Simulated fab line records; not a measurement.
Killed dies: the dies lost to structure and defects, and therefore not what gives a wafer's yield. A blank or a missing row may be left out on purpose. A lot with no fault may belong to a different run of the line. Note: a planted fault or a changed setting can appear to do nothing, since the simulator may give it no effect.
fab line records	flow sky130
[record] lots = 6	wafers = 18	last-day = 50
route steps=708 shown METAL4@627 VIA4@639 PAD_OPEN@708
lots untouched by any fault: they come from a run of this same line in which no faults occurred
start-h: start of the lot's first displayed wafer, in hours after the record's first day	wait-h: time in hours since the lot's previous step	" identical to the entry in the row above	L1.1+2: a single row standing in for several wafers	- no value, or no start given	* or withheld: withheld	< > ~ a bound
route shown NAME@n: NAME is a module with steps in the file, n the number in the route of the first one	usual: the fault-free wafers' mean and standard deviation	same: alike in all rows	chamber/n: place in a boat	sites: the reading at each site	_std_site: their standard deviation	_edge_site: outer sites' mean less inner sites'	radius-mm: how far each site lies from the wafer's centre	mask NAME#n: copy n	behind: the last tool/chamber to shape the wafer	hold: cause of the lot's hold/its duration in hours/its outcome	device: whichever transistor did not switch (one of n, p or np)	end of line: tests run on the same wafers once the route is complete	a step given without rows: its recipe and nothing more	killed: at the first sort, the dies lost to defects and structure; wafer yield is something else	map: the dies of a wafer, with x for killed, . for not killed, _ for no die there
set.NAME: the setting as run; set.NAME@STEP: as run at that earlier step	model.NAME: the simulator's own value behind a step, which no gauge read
a table for each step, a row for each wafer; lots at some steps of the route
services: when a tool's chamber went out of use (start-h, in hours from the record's first day, below 0 if earlier), for how many hours, and the reason
[[steps]]
[step SKY_METAL4_PEB_11]
[recipe] peb-temp-c = withheld	peb-time-s = withheld	resist = KrF-thick
[step SKY_METAL4_DEVELOP_12]
[recipe] develop-time-s = 60	resist = KrF-thick	dev-temp-c = 21
[step SKY_METAL4_CD_MEAS_13]
[recipe] target-cd-nm = 300
[usual] cd-nm = 300.1/1.5
lot.wafer	tool	chamber	start-h	wait-h	cd-nm
L261.3	cd-sem-01	-	992.11	-	299.5
L261.5	"	-	"	"	300.3
L261.6	"	-	"	"	299.9
L270.4	cd-sem-02	-	1059.78	-	297.8
L270.5	"	-	"	"	296.7
L270.6	"	-	"	"	297.2
L272.1	cd-sem-01	-	1065.48	-	301.4
L272.2	"	-	"	"	301.2
L272.3	"	-	"	"	301.9
L275.2	cd-sem-01	-	1087.25	-	299.8
L275.3	"	-	"	"	300.1
L275.5	"	-	"	"	300.0
L276.1	cd-sem-01	-	1094.34	-	297.1
L276.2	"	-	"	"	299.6
L276.4	"	-	"	"	298.2
L280.1	cd-sem-01	-	1111.33	-	300.5
L280.5	"	-	"	"	300.7
L280.6	"	-	"	"	299.6
[step SKY_METAL4_OVL_MEAS_14]
[usual] METAL4_OVL = -4/4.2
lot.wafer	tool	chamber	start-h	wait-h	METAL4_OVL[nm]
L261.3	overlay-02	-	992.21	0.1	-3
L261.5	"	-	"	"	-4
L261.6	"	-	"	"	-8
L270.4	overlay-01	-	1059.86	0.1	0
L270.5	"	-	"	"	-10
L270.6	"	-	"	"	-7
L272.1	overlay-01	-	1065.60	0.1	-9
L272.2	"	-	"	"	-9
L272.3	"	-	"	"	-1
L275.2	overlay-02	-	1087.36	0.1	-7
L275.3	"	-	"	"	-4
L275.5	"	-	"	"	-8
L276.1	overlay-02	-	1094.46	0.1	-3
L276.2	"	-	"	"	-8
L276.4	"	-	"	"	-3
L280.1	overlay-02	-	1111.45	0.1	-1
L280.5	"	-	"	"	-3
L280.6	"	-	"	"	-7
[step SKY_METAL4_DESCUM_15]
[recipe] chemistry = O2	source-power-w = 150	bias-power-w = 0	pressure-mtorr = 10	temp-c = 40	time-s = 8
[usual] drypump-motor-current-A = 5.8/0.38	oes-product-au = 1.005/0.012
lot.wafer	tool	chamber	start-h	wait-h	drypump-motor-current-A	oes-product-au	rf-hours-counter-h
L261.3	rie-metal-03	1	992.24	0.0	5.6	0.993	-
L261.5	"	1	"	"	5.6	1.005	-
L261.6	"	0	"	"	5.5	1.011	-
L270.4	rie-metal-01	1	1059.89	0.0	5.0	0.978	-
L270.5	"	0	"	"	6.3	0.990	-
L270.6	"	1	"	"	5.0	0.981	-
L272.1	rie-metal-03	0	1065.64	0.0	5.5	1.011	13
L272.2	"	1	"	"	5.6	1.000	20
L272.3	"	0	"	"	5.5	1.003	-
L275.2	rie-metal-04	1	1087.39	0.0	5.9	1.007	20
L275.3	"	0	"	"	6.2	1.020	-
L275.5	"	0	"	"	6.2	1.014	-
L276.1	rie-metal-03	0	1094.50	0.0	5.5	0.999	15
L276.2	"	1	"	"	5.6	0.995	22
L276.4	"	1	"	"	5.6	1.003	-
L280.1	rie-metal-04	1	1111.48	0.0	5.9	0.996	23
L280.5	"	1	"	"	5.9	1.007	-
L280.6	"	0	"	"	6.2	1.019	-
[step SKY_METAL4_ETCH_16]
[recipe] chemistry = N2/H2	target = BARC	ion-energy-ev = 200	bias-w = 100	pressure-mtorr = 30	n2-flow-sccm = 100	h2-flow-sccm = 200	icp-w = 500	stop-on = SiO2	time-s = 88.2	target-depth-a = 600
[usual] bias-w = 99.97/0.29	drypump-motor-current-A = 5.8/0.38	oes-product-au = 0.625/0.0043	throttle-valve-pct = 13.206/0.0089
lot.wafer	tool	chamber	start-h	wait-h	bias-w	drypump-motor-current-A	oes-product-au	rf-hours-counter-h	throttle-valve-pct
L261.3	rie-metal-03	1	992.29	0.0	100.06	5.6	0.628	-	13.202
L261.5	"	1	"	"	100.02	5.6	0.629	-	13.200
L261.6	"	0	"	"	99.91	5.5	0.624	-	13.217
L270.4	rie-metal-01	1	1059.95	0.0	100.29	5.0	0.627	-	13.212
L270.5	"	0	"	"	100.39	6.4	0.622	-	13.208
L270.6	"	1	"	"	100.85	5.0	0.627	-	13.193
L272.1	rie-metal-03	0	1065.67	0.0	100.31	5.5	0.623	13	13.200
L272.2	"	1	"	"	100.14	5.6	0.627	20	13.203
L272.3	"	0	"	"	100.12	5.5	0.624	-	13.204
L275.2	rie-metal-04	1	1087.42	0.0	100.05	5.9	0.634	20	13.203
L275.3	"	0	"	"	100.02	6.2	0.623	-	13.199
L275.5	"	0	"	"	99.82	6.2	0.632	-	13.204
L276.1	rie-metal-03	0	1094.53	0.0	100.03	5.5	0.631	15	13.209
L276.2	"	1	"	"	99.71	5.6	0.627	22	13.208
L276.4	"	1	"	"	100.03	5.6	0.624	-	13.206
L280.1	rie-metal-04	1	1111.51	0.0	99.98	6.0	0.628	23	13.212
L280.5	"	1	"	"	100.28	6.0	0.624	-	13.188
L280.6	"	0	"	"	99.99	6.2	0.624	-	13.210
[step SKY_METAL4_ETCH_17]
[recipe] target = SiO2	stop-on = TiN	chemistry = C4F8/O2/Ar	source-w = 1500	bias-w = 1200	pressure-mtorr = 40	c4f8-flow-sccm = withheld	O2_flow_sccm = 6	Ar_flow_sccm = 300	time-s = 3.9	target-depth-a = 150
[usual] bias-w = 1201/4.1	oes-product-au = 0.752/0.0078
lot.wafer	tool	chamber	start-h	wait-h	bias-w	oes-product-au	rf-hours-counter-h
L261.3	rie-diel-01	1	992.36	0.0	1201	0.743	18
L261.5	"	3	"	"	1198	0.758	-
L261.6	"	2	"	"	1198	0.757	-
L270.4	rie-diel-02	0	1060.01	0.0	1200	0.775	7
L270.5	"	2	"	"	1199	0.764	-
L270.6	"	3	"	"	1197	0.755	-
L272.1	rie-diel-02	3	1065.77	0.1	1196	0.745	8
L272.2	"	0	"	"	1194	0.754	7
L272.3	"	1	"	"	1197	0.752	14
L275.2	rie-diel-03	1	1087.52	0.1	1191	0.755	9
L275.3	"	3	"	"	1200	0.740	9
L275.5	"	3	"	"	1206	0.750	-
L276.1	rie-diel-03	3	1094.63	0.1	1198	0.744	9
L276.2	"	2	"	"	1207	0.749	7
L276.4	"	1	"	"	1194	0.759	9
L280.1	rie-diel-02	0	1111.61	0.1	1195	0.761	9
L280.5	"	3	"	"	1203	0.762	-
L280.6	"	2	"	"	1209	0.764	-
[step SKY_METAL4_METAL_ETCH_18]
[recipe] target-depth-a = 8450	stop-on = SiO2	over-etch-frac = 0.3	time-s = 183.1	chemistry = Cl2/BCl3	resist-sidewall-deg = 88	pressure-mtorr = 10	icp-w = 900	bias-w = 48.5	Cl2_flow_sccm = 60	bcl3-flow-sccm = 30
[usual] bias-w = 48.53/0.15	drypump-motor-current-A = 5.8/0.46	oes-product-au = 0.863/0.0057	throttle-valve-pct = 22.264/0.0086
lot.wafer	tool	chamber	start-h	wait-h	bias-w	drypump-motor-current-A	oes-product-au	rf-hours-counter-h	throttle-valve-pct
L261.3	rie-metal-01	1	992.44	0.1	48.55	5.0	0.869	-	22.275
L261.5	"	1	"	"	48.56	5.0	0.868	-	22.257
L261.6	"	0	"	"	48.34	6.3	0.865	-	22.252
L270.4	rie-metal-04	1	1060.09	0.1	48.45	5.9	0.860	-	22.265
L270.5	"	1	"	"	48.48	5.9	0.869	-	22.261
L270.6	"	0	"	"	48.63	6.2	0.860	-	22.276
L272.1	rie-metal-01	1	1065.79	0.0	48.49	5.0	0.873	14	22.274
L272.2	"	0	"	"	48.63	6.3	0.857	17	22.263
L272.3	"	1	"	"	48.55	5.0	0.862	-	22.259
L275.2	rie-metal-03	0	1087.54	0.0	48.70	5.5	0.859	15	22.258
L275.3	"	1	"	"	48.59	5.6	0.855	-	22.270
L275.5	"	0	"	"	48.52	5.5	0.865	-	22.267
L276.1	rie-metal-04	0	1094.65	0.0	48.18	6.2	0.859	16	22.277
L276.2	"	1	"	"	48.49	6.0	0.860	21	22.273
L276.4	"	1	"	"	48.41	5.9	0.857	-	22.265
L280.1	rie-metal-03	1	1111.63	0.0	48.40	5.6	0.870	24	22.261
L280.5	"	1	"	"	48.53	5.6	0.859	-	22.266
L280.6	"	0	"	"	48.79	5.5	0.860	-	22.262
[step SKY_METAL4_STRIP_19]
[recipe] chemistry = O2/N2	power-w = 1400	pressure-mtorr = 1500	platen-temp-c = withheld	o2-flow-sccm = 3000	n2-flow-sccm = 300	overash-fraction = 0.5
[usual] drypump-motor-current-A = 5.6/0.5	oes-product-au = 0.501/0.006	strip-time-to-endpoint-s = 6.50/0.1
lot.wafer	tool	chamber	start-h	wait-h	drypump-motor-current-A	oes-product-au	rf-hours-counter-h	strip-time-to-endpoint-s
L261.3	plasma-asher-04	0	992.59	0.1	6.8	0.508	-	6.63
L261.5	"	1	"	"	5.3	0.505	-	6.65
L261.6	"	0	"	"	6.8	0.503	-	6.53
L270.4	plasma-asher-01	0	1060.24	0.1	5.2	0.502	-	6.46
L270.5	"	1	"	"	5.5	0.496	-	6.42
L270.6	"	0	"	"	5.2	0.501	-	6.31
L272.1	plasma-asher-01	0	1065.96	0.1	5.2	0.505	61	6.68
L272.2	"	1	"	"	5.4	0.503	61	6.59
L272.3	"	1	"	"	5.4	0.512	-	6.62
L275.2	plasma-asher-01	0	1087.71	0.1	5.2	0.495	63	6.48
L275.3	"	1	"	"	5.4	0.497	-	6.50
L275.5	"	0	"	"	5.2	0.500	-	6.48
L276.1	plasma-asher-01	1	1094.83	0.1	5.4	0.488	63	6.32
L276.2	"	0	"	"	5.2	0.496	63	6.47
L276.4	"	1	"	"	5.5	0.498	-	6.46
L280.1	plasma-asher-01	1	1111.81	0.1	5.5	0.497	65	6.50
L280.5	"	1	"	"	5.5	0.500	-	6.55
L280.6	"	0	"	"	5.2	0.498	-	6.38
[step SKY_METAL4_STRIP_20]
[recipe] chemistry = post-etch-residue-remover	time-s = 1200	temp-c = 72.5
[step SKY_METAL4_CLEAN_21]
[recipe] chemistry = IPA	time-s = 180	temp-c = 25
[step SKY_METAL4_CLEAN_22]
[recipe] chemistry = O3/DIW	dry = n2-spin
[step SKY_VIA4_HDPCVD_00]
[recipe] material = SiO2	target-thk-nm = 1750	sigma-open-frac = 0.3	time-s = 291.7	temp-c = 400	sih4-flow-sccm = 60	pressure-mtorr = 6
[usual] pressure-mtorr = 6.001/0.012	run-length-s = 319.6/0.77
lot.wafer	tool	chamber	start-h	wait-h	pressure-mtorr	run-length-s
L261.3	hdpcvd-02	2	993.15	0.0	5.955	319.8
L261.5	"	0	"	"	6.009	319.2
L261.6	"	2	"	"	5.985	319.7
L270.4	hdpcvd-02	0	1061.29	0.1	-	-
L270.5	"	2	"	"	-	-
L270.6	"	1	"	"	-	-
L272.1	hdpcvd-01	0	1066.56	0.0	-	-
L272.2	"	1	"	"	-	-
L272.3	"	2	"	"	-	-
L275.2	hdpcvd-02	0	1088.35	0.0	5.983	319.5
L275.3	"	2	"	"	6.004	320.2
L275.5	"	0	"	"	5.998	319.9
L276.1	hdpcvd-01	1	1095.42	0.0	6.009	320.9
L276.2	"	2	"	"	6.020	318.9
L276.4	"	1	"	"	6.023	321.2
L280.1	hdpcvd-01	2	1112.44	0.0	5.996	319.2
L280.5	"	0	"	"	5.996	320.5
L280.6	"	1	"	"	6.005	320.9
[step SKY_VIA4_CMP_02]
[recipe] material = SiO2	down-force-psi = 4	platen-rpm = 60	pad-velocity-m-s = 0.94248
[step SKY_VIA4_BOW_MEAS_03]
[recipe] mode = bow
[usual] VIA4_BOW = 79/7.7
lot.wafer	tool	chamber	start-h	wait-h	VIA4_BOW[um]
L261.3	film-metro-01	-	993.73	0.2	66
L261.5	"	-	"	"	76
L261.6	"	-	"	"	73
L270.4	film-metro-02	-	1061.80	0.3	86
L270.5	"	-	"	"	106
L270.6	"	-	"	"	99
L272.1	film-metro-03	-	1067.16	0.1	95
L272.2	"	-	"	"	97
L272.3	"	-	"	"	94
L275.2	film-metro-02	-	1090.73	0.2	87
L275.3	"	-	"	"	76
L275.5	"	-	"	"	73
L276.1	film-metro-02	-	1096.26	0.1	79
L276.2	"	-	"	"	73
L276.4	"	-	"	"	82
L280.1	film-metro-02	-	1113.09	0.2	72
L280.5	"	-	"	"	84
L280.6	"	-	"	"	75
[step SKY_VIA4_DEHYDRATE_04]
[recipe] temp-c = 200	time-s = 60
[step SKY_VIA4_HMDS_05]
[recipe] prime-time-s = 60	prime-temp-c = 120
[step SKY_VIA4_COAT_06]
[recipe] resist = NOVOLAK	spin-rpm = 3000	resist-thk-nm = 1140
[step SKY_VIA4_SOFTBAKE_07]
[recipe] temp-c = 90	time-s = 60	resist = NOVOLAK
[step SKY_VIA4_EXPOSE_08]
[recipe] mask-id = VIM4	na = 0.6	source-shape = conventional	sigma-outer = 0.6	polarization = unpolarized	target-cd-nm = 800	dose-mj = 132
[step SKY_VIA4_PEB_09]
[recipe] temp-c = withheld	time-s = *	resist = NOVOLAK
[step SKY_VIA4_DEVELOP_10]
[recipe] resist = NOVOLAK	developer = TMAH	develop-time-s = 60	dev-temp-c = 23
[step SKY_VIA4_OVL_MEAS_11]
[usual] VIA4_OVL = 2.0/1.4
lot.wafer	tool	chamber	start-h	wait-h	VIA4_OVL[nm]
L261.3	overlay-01	-	1017.15	0.1	5.3
L261.5	"	-	"	"	3.8
L261.6	"	-	"	"	3.1
L270.4	overlay-02	-	1082.95	0.1	1.0
L270.5	"	-	"	"	2.1
L270.6	"	-	"	"	0.4
L272.1	overlay-02	-	1087.79	0.1	1.9
L272.2	"	-	"	"	2.4
L272.3	"	-	"	"	2.7
L275.2	overlay-01	-	1110.64	0.1	3.8
L275.3	"	-	"	"	3.9
L275.5	"	-	"	"	2.0
L276.1	overlay-02	-	1115.98	0.1	2.5
L276.2	"	-	"	"	2.2
L276.4	"	-	"	"	1.2
L280.1	overlay-01	-	1132.58	0.1	-0.2
L280.5	"	-	"	"	1.1
L280.6	"	-	"	"	0.0
[step SKY_VIA4_ETCH_12]
[recipe] target = SiO2	chemistry = C4F8/O2/Ar	stop-on = TiN	mask-material = NOVOLAK	source-w = 1500	bias-w = 1200	pressure-mtorr = 40	c4f8-flow-sccm = withheld	O2_flow_sccm = 6	Ar_flow_sccm = 300	time-s = withheld	target-depth-a = 5800
[usual] bias-w = 1200/3.6	oes-product-au = 0.925/0.0046
lot.wafer	tool	chamber	start-h	wait-h	bias-w	oes-product-au	model.etch.depth-nm
L261.3	rie-diel-02	0	1017.17	0.0	1201	0.925	580.6
L261.5	"	3	"	"	1195	0.929	578.8
L261.6	"	0	"	"	1198	0.929	580.4
L270.4	rie-diel-02	2	1082.97	0.0	1195	0.376	0
L270.5	"	3	"	"	1201	0.375	0
L270.6	"	2	"	"	1200	0.383	0
L272.1	rie-diel-04	0	1087.82	0.0	1199	0.376	0
L272.2	"	2	"	"	1199	0.366	0
L272.3	"	1	"	"	1205	0.375	0
L275.2	rie-diel-03	0	1110.67	0.0	1196	0.922	577.8
L275.3	"	1	"	"	1195	0.927	578.3
L275.5	"	0	"	"	1196	0.923	578.4
L276.1	rie-diel-03	1	1116.02	0.0	1196	0.930	579.7
L276.2	"	3	"	"	1199	0.932	580.3
L276.4	"	2	"	"	1197	0.924	579
L280.1	rie-diel-02	2	1132.62	0.0	1192	0.929	578.8
L280.5	"	2	"	"	1197	0.923	578.8
L280.6	"	1	"	"	1208	0.922	578.8
[step SKY_VIA4_STRIP_13]
[recipe] chemistry = O2/N2	power-w = 1400	pressure-mtorr = 1500	platen-temp-c = withheld	o2-flow-sccm = 3000	n2-flow-sccm = 300	overash-fraction = 0.5
[step SKY_PAD_OPEN_PROBE_99]
[usual] defect-limited-yield = 82.2/1.8	killed_at_M0_to_M3 = 43/6.6	killed_at_M4_up = 3.2/1.9	killed-at-contacts = 25/5.3	killed-at-front-end = 16/4.5	killed-at-other = 0.3/0.63	killed-dies = 87/8.9	killed-on-rim = 17/3.7	killed-open = 48/7.9	killed-short = 39/5.3	sort_bin_3_pad_short = 0.8/0.38	sort_bin_5_function = 10.5/1.5	sort_bin_6_memory = 6.4/1.2	sort-n-pass = 405/8.9	sort-yield-pct = 82.2/1.8
[same] gross-dies = 492	killed-at-back-side = 0	sort_bin_4_leakage[%] = 0	sort_bin_8_speed[%] = 0
lot.wafer	tool	chamber	start-h	wait-h	defect-limited-yield[%]	killed_at_M0_to_M3	killed_at_M4_up	killed-at-contacts	killed-at-front-end	killed-at-other	killed-dies	killed-on-rim	killed-open	killed-short	sort_bin_3_pad_short[%]	sort_bin_5_function[%]	sort_bin_6_memory[%]	sort-n-pass	sort-yield-pct[%]
L261.3	prober-01	-	1088.09	0.2	80.5	50	1	25	20	0	96	22	56	38	1.2	11.0	7.3	396	80.5
L261.5	prober-01	-	1088.19	0.2	79.1	40	5	35	23	0	103	21	53	49	1.0	13.0	6.9	389	79.1
L261.6	prober-01	-	1088.24	0.2	81.9	35	7	31	16	0	89	20	44	44	1.2	9.1	7.7	403	81.9
L270.4	prober-02	-	1148.40	0.2	0	10	475	5	2	0	492	96	13	5	24.8	71.5	3.7	0	0
L270.5	prober-02	-	1148.45	0.2	0	13	474	4	1	0	492	96	7	12	25.8	70.9	3.3	0	0
L270.6	prober-02	-	1148.50	0.2	0	5	474	5	8	0	492	96	8	11	23.4	73.4	3.3	0	0
L272.1	prober-01	-	1153.25	0.1	0	8	469	11	4	0	492	96	15	8	22.2	73.8	4.1	0	0
L272.2	prober-01	-	1153.30	0.1	0	6	477	0	9	0	492	96	9	11	21.5	75.4	3.0	0	0
L272.3	prober-01	-	1153.35	0.2	0	4	485	2	1	0	492	96	6	4	19.9	78.3	1.8	0	0
L275.2	prober-01	-	1172.05	0.1	81.3	50	2	26	14	0	92	17	54	38	0.8	11.8	6.1	400	81.3
L275.3	prober-01	-	1172.10	0.2	79.5	46	3	31	20	1	101	16	61	40	0.8	12.8	6.9	391	79.5
L275.5	prober-01	-	1172.20	0.2	79.9	44	5	32	18	0	99	17	53	46	0.6	12.2	7.3	393	79.9
L276.1	prober-02	-	1175.08	0.1	83.1	51	3	15	14	0	83	15	41	42	0.8	10.0	6.1	409	83.1
L276.2	prober-02	-	1175.13	0.1	83.1	40	1	29	13	0	83	14	44	39	0.6	10.0	6.3	409	83.1
L276.4	prober-02	-	1175.23	0.2	77.6	52	4	34	20	0	110	24	67	43	0.6	15.9	5.9	382	77.6
L280.1	prober-02	-	1189.36	0.1	82.9	45	3	27	9	0	84	15	56	28	0.6	10.6	5.9	408	82.9
L280.5	prober-02	-	1189.56	0.2	78.9	49	1	30	23	1	104	17	62	42	0.6	10.6	10.0	388	78.9
L280.6	prober-02	-	1189.61	0.2	81.9	46	1	17	24	1	89	16	54	35	0.8	9.8	7.5	403	81.9
// killed by level:class
L261.3 CONTACT:geometric-particle:open=12 VIA1:geometric-particle:open=11 VIA2:geometric-particle:open=8 CONTACT:geometric-particle:short=7 VIA3:geometric-particle:open=7 POLY_GATE:geometric-particle:open=6 METAL1:geometric-particle:short=5 VIA1:geometric-particle:short=5
L261.5 VIA1:geometric-particle:open=14 CONTACT:geometric-particle:open=12 CONTACT:geometric-particle:short=8 LI_CONTACT:geometric-particle:open=7 METAL1:geometric-particle:short=6 POLY_GATE:geometric-particle:open=5 LOCAL_INTERCONNECT:geometric-particle:short=5 METAL4:geometric-particle:short=5
L261.6 CONTACT:geometric-particle:open=11 LI_CONTACT:geometric-particle:open=7 VIA1:geometric-particle:open=7 METAL1:geometric-particle:short=6 CONTACT:geometric-particle:short=5 VIA1:geometric-particle:short=5 METAL2:geometric-particle:short=5 VIA3:geometric-particle:open=5
L270.4 VIA4:lost-pattern=472 CONTACT:geometric-particle:open=3 VIA2:geometric-particle:open=3 VIA3:geometric-particle:open=3 VIA1:geometric-particle:open=2 VIA4:area-hdpcvd=2 FIELD_ISO:geometric-particle:open=1 POLY_GATE:geometric-particle:open=1
L270.5 VIA4:lost-pattern=472 VIA1:geometric-particle:short=5 VIA2:geometric-particle:short=2 METAL2:geometric-particle:open=2 VIA2:geometric-particle:open=2 FIELD_ISO:geometric-particle:short=1 LI_CONTACT:geometric-particle:short=1 LI_CONTACT:geometric-particle:open=1
L270.6 VIA4:lost-pattern=472 VIA1:geometric-particle:short=3 CONTACT:geometric-particle:open=2 SPACER:geometric-particle:short=2 SPACER:geometric-particle:open=2 LI_CONTACT:geometric-particle:open=2 FIELD_ISO:geometric-particle:short=1 FIELD_ISO:geometric-particle:open=1
L272.1 VIA4:lost-pattern=467 LI_CONTACT:geometric-particle:open=6 CONTACT:geometric-particle:open=3 VIA1:geometric-particle:open=3 METAL1:geometric-particle:short=2 VIA1:geometric-particle:short=2 FIELD_ISO:geometric-particle:short=1 POLY_GATE:geometric-particle:open=1
L272.2 VIA4:lost-pattern=471 FIELD_ISO:geometric-particle:short=4 METAL4:geometric-particle:short=3 FIELD_ISO:geometric-particle:open=2 POLY_GATE:geometric-particle:short=2 VIA1:geometric-particle:open=2 VIA2:geometric-particle:open=2 METAL4:geometric-particle:open=2
L272.3 VIA4:lost-pattern=481 VIA1:geometric-particle:open=3 METAL4:geometric-particle:short=3 POLY_GATE:geometric-particle:open=1 LI_CONTACT:geometric-particle:short=1 LOCAL_INTERCONNECT:geometric-particle:open=1 VIA3:geometric-particle:open=1 VIA4:area-etch=1
L275.2 CONTACT:geometric-particle:open=14 METAL1:geometric-particle:short=9 VIA1:geometric-particle:open=8 LI_CONTACT:geometric-particle:open=7 VIA3:geometric-particle:open=7 FIELD_ISO:geometric-particle:open=6 VIA2:geometric-particle:open=6 VIA1:geometric-particle:short=5
L275.3 CONTACT:geometric-particle:open=13 VIA1:geometric-particle:open=12 VIA3:geometric-particle:open=8 FIELD_ISO:geometric-particle:open=6 POLY_GATE:geometric-particle:open=6 CONTACT:geometric-particle:short=6 LI_CONTACT:geometric-particle:open=5 METAL1:geometric-particle:short=5
L275.5 VIA1:geometric-particle:open=11 CONTACT:geometric-particle:short=11 VIA3:geometric-particle:open=9 CONTACT:geometric-particle:open=8 VIA1:geometric-particle:short=7 LI_CONTACT:geometric-particle:open=6 FIELD_ISO:geometric-particle:open=5 POLY_GATE:geometric-particle:open=5
L276.1 VIA3:geometric-particle:open=9 METAL1:geometric-particle:short=8 CONTACT:geometric-particle:open=7 METAL2:geometric-particle:short=7 FIELD_ISO:geometric-particle:short=6 VIA1:geometric-particle:open=6 VIA1:geometric-particle:short=5 VIA2:geometric-particle:open=4
L276.2 CONTACT:geometric-particle:open=13 METAL1:geometric-particle:short=7 VIA1:geometric-particle:open=7 VIA2:geometric-particle:open=6 FIELD_ISO:geometric-particle:open=5 CONTACT:geometric-particle:short=5 METAL2:geometric-particle:short=5 LI_CONTACT:geometric-particle:open=4
L276.4 CONTACT:geometric-particle:open=11 VIA1:geometric-particle:open=11 VIA2:geometric-particle:open=10 VIA3:geometric-particle:open=10 LI_CONTACT:geometric-particle:open=9 CONTACT:geometric-particle:short=7 FIELD_ISO:geometric-particle:short=6 VIA1:geometric-particle:short=5
L280.1 VIA1:geometric-particle:open=13 CONTACT:geometric-particle:open=10 VIA3:geometric-particle:open=8 LI_CONTACT:geometric-particle:open=7 VIA2:geometric-particle:open=6 FIELD_ISO:geometric-particle:open=5 CONTACT:geometric-particle:short=4 METAL1:geometric-particle:short=4
L280.5 LI_CONTACT:geometric-particle:open=12 VIA1:geometric-particle:open=12 VIA2:geometric-particle:open=9 POLY_GATE:geometric-particle:short=8 CONTACT:geometric-particle:open=7 POLY_GATE:geometric-particle:open=5 METAL1:geometric-particle:short=5 VIA1:geometric-particle:short=5
L280.6 VIA1:geometric-particle:open=14 FIELD_ISO:geometric-particle:open=10 VIA1:geometric-particle:short=7 METAL1:geometric-particle:short=7 POLY_GATE:geometric-particle:open=5 LI_CONTACT:geometric-particle:open=5 VIA3:geometric-particle:open=5 LOCAL_INTERCONNECT:geometric-particle:short=4
// map L270.4 (x killed, . not)
__________xxxxxxxxxx_________
________xxxxxxxxxxxxxx_______
______xxxxxxxxxxxxxxxxxx_____
_____xxxxxxxxxxxxxxxxxxxx____
____xxxxxxxxxxxxxxxxxxxxxx___
___xxxxxxxxxxxxxxxxxxxxxxxx__
__xxxxxxxxxxxxxxxxxxxxxxxxxx_
_xxxxxxxxxxxxxxxxxxxxxxxxxxxx
_xxxxxxxxxxxxxxxxxxxxxxxxxxxx
_xxxxxxxxxxxxxxxxxxxxxxxxxxxx
_xxxxxxxxxxxxxxxxxxxxxxxxxxxx
_xxxxxxxxxxxxxxxxxxxxxxxxxxxx
_xxxxxxxxxxxxxxxxxxxxxxxxxxxx
_xxxxxxxxxxxxxxxxxxxxxxxxxxxx
_xxxxxxxxxxxxxxxxxxxxxxxxxxxx
__xxxxxxxxxxxxxxxxxxxxxxxxxx_
___xxxxxxxxxxxxxxxxxxxxxxxx__
____xxxxxxxxxxxxxxxxxxxxxx___
_____xxxxxxxxxxxxxxxxxxxx____
______xxxxxxxxxxxxxxxxxx_____
________xxxxxxxxxxxxxx_______
__________xxxxxxxxxx_________
// map L272.1 (x killed, . not)
__________xxxxxxxxxx_________
________xxxxxxxxxxxxxx_______
______xxxxxxxxxxxxxxxxxx_____
_____xxxxxxxxxxxxxxxxxxxx____
____xxxxxxxxxxxxxxxxxxxxxx___
___xxxxxxxxxxxxxxxxxxxxxxxx__
__xxxxxxxxxxxxxxxxxxxxxxxxxx_
_xxxxxxxxxxxxxxxxxxxxxxxxxxxx
_xxxxxxxxxxxxxxxxxxxxxxxxxxxx
_xxxxxxxxxxxxxxxxxxxxxxxxxxxx
_xxxxxxxxxxxxxxxxxxxxxxxxxxxx
_xxxxxxxxxxxxxxxxxxxxxxxxxxxx
_xxxxxxxxxxxxxxxxxxxxxxxxxxxx
_xxxxxxxxxxxxxxxxxxxxxxxxxxxx
_xxxxxxxxxxxxxxxxxxxxxxxxxxxx
__xxxxxxxxxxxxxxxxxxxxxxxxxx_
___xxxxxxxxxxxxxxxxxxxxxxxx__
____xxxxxxxxxxxxxxxxxxxxxx___
_____xxxxxxxxxxxxxxxxxxxx____
______xxxxxxxxxxxxxxxxxx_____
________xxxxxxxxxxxxxx_______
__________xxxxxxxxxx_________
[[services]]
tool	chamber	start-h	hours	kind
hdpcvd-01	-	969.43	0.7	repair
hdpcvd-01	-	983.12	0.8	repair
rie-diel-02	0	1003.12	4.2	repair
rie-diel-01	1	1006.71	16.7	repair
hdpcvd-01	-	1017.50	1.0	repair
rie-diel-02	1	1026.52	6.1	repair
rie-diel-01	-	1030.96	0.5	repair
rie-diel-03	-	1040.27	28.1	pm
rie-diel-04	0	1050.46	19.6	repair
rie-diel-04	-	1053.70	0.2	repair
plasma-asher-04	-	1055.25	9.0	pm
plasma-asher-04	0	1055.25	9.0	vent-cycle
plasma-asher-04	1	1055.25	9.0	vent-cycle
plasma-asher-04	0	1064.25	-	clean
plasma-asher-04	1	1064.25	-	clean
rie-diel-03	-	1071.06	0.5	repair
rie-metal-01	-	1081.80	28.1	pm
rie-diel-03	-	1093.69	0.2	repair
rie-diel-03	-	1094.72	0.2	repair
rie-diel-03	3	1116.98	10.2	repair
rie-diel-04	-	1118.59	1.2	repair
rie-metal-01	1	1121.24	1.3	repair
rie-metal-04	1	1128.21	4.3	repair
hdpcvd-02	-	1132.31	0.8	repair
[[key]]
[first-sign] step = SKY_VIA4_HDPCVD_00	reading = tool-record	direction = missing
[effect] step = SKY_VIA4_BOW_MEAS_03	reading = VIA4_BOW	direction = up	sigmas = 2.2	usual = 79	struck = 96
[effect] step = SKY_VIA4_ETCH_12	reading = oes-product-au	direction = down	sigmas = 99+	usual = 0.925	struck = 0.375
[effect] step = SKY_PAD_OPEN_PROBE_99	reading = killed_at_M4_up	direction = up	sigmas = 99+	usual = 3.2	struck = 475.7
[model-effect] step = SKY_VIA4_ETCH_12	value = etch.depth-nm	without = 579.5	struck = 0
met-at SKY_VIA4_HDPCVD_00
struck-wafers L270.4,L270.5,L270.6,L272.1,L272.2,L272.3
later-rows-left-out L270.4,L270.5,L270.6,L272.1,L272.2,L272.3
onset-between 993.15 1061.29
[fault] kind = skipped-step-whole	tool = hdpcvd-01,hdpcvd-02	chamber = -	onset-h = 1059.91	steps = SKY_VIA4_HDPCVD_00	scope = struck-lots-only
// later-rows-left-out: the simulator's readings of these wafers behind a module that went badly wrong aren't trusted and aren't shown, but for the sort
